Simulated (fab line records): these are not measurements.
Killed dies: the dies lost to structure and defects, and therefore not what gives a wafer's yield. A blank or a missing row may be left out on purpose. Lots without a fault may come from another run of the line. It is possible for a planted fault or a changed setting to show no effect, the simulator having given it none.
The same fault as seen by 2 desks | flow sky130 | only its own numbers are on each desk; what lay behind them is given at the end

THE METROLOGY DESK
Means of the sampled wafers that have a number, per lot and without regard to the tool the lot ran on: this is what the gauges read. A lot is out of limits, marked OUT, if its mean lies more than 4 standard deviations from the usual mean; the brackets give that distance.
Columns: A = PASSIVATION_CVD_02_THK at SKY_PASSIVATION_THK_MEAS_03, usual 540 nm
lot  | first seen here | A
L762 | day 44 13:26    | 539
L763 | day 45 14:35    | 541
L764 | day 45 19:31    | 544
L765 | day 46 07:04    | 546
L766 | day 46 08:47    | 548
L770 | day 46 22:53    | 552
L768 | day 47 00:34    | 543
L769 | day 47 01:23    | 536
L771 | day 47 07:22    | 535
L775 | day 47 19:11    | 534
L776 | day 47 23:39    | 597 (+6.7) OUT
L777 | day 48 10:20    | 592 (+6.1) OUT
This desk finds L776, L777 out of limits, with the earliest case on L776 at day 47 23:39 (PASSIVATION_CVD_02_THK at SKY_PASSIVATION_THK_MEAS_03). L762, L763, L764, L765, L766, L770, L768, L769, L771, L775 stayed within limits.

FOR THE TOOL OWNER'S DESK: pecvd-02
The tool's own readings at SKY_PASSIVATION_CVD_02 (deposits Si3N4, target thk 540 nm): means of the sampled wafers that have a number, for each lot that ran on this tool. A lot is out of limits, marked OUT, if its mean lies more than 4 standard deviations from the usual mean; the brackets give that distance.
Columns: A = heater-power-w at SKY_PASSIVATION_CVD_02, usual 704 W; B = rf-fwd-power-W at SKY_PASSIVATION_CVD_02, usual 448.8 W
lot  | first seen here | A   | B
L769 | day 47 01:10    | 569 | 448.7
L771 | day 47 07:07    | 731 | 449.2
L775 | day 47 18:58    | 806 | 448.5
L776 | day 47 23:24    | 654 | 627.7 (+99 or more) OUT
L777 | day 48 10:07    | 597 | 628.6 (+99 or more) OUT
This desk finds L776, L777 out of limits, L776 being first, at day 47 23:24 (rf-fwd-power-W at SKY_PASSIVATION_CVD_02). L769, L771, L775 stayed within limits.

PUT TOGETHER
The tool owner's desk could have raised an alarm at day 47 23:24, on L776, L777.
On L776, L777, the metrology desk was in a position to raise an alarm at day 47 23:39.
Of the lots named, all ran SKY_PASSIVATION_CVD_02 on pecvd-02.

WHAT WAS PUT IN BY THE SIMULATOR
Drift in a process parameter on pecvd-02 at SKY_PASSIVATION_CVD_02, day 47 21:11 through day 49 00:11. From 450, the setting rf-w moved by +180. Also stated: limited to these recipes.
Struck lots among those shown: L776, L777.
Time in hours from fault onset to the first out-of-limits reading at each desk: tool owner's desk 2, metrology desk 2.
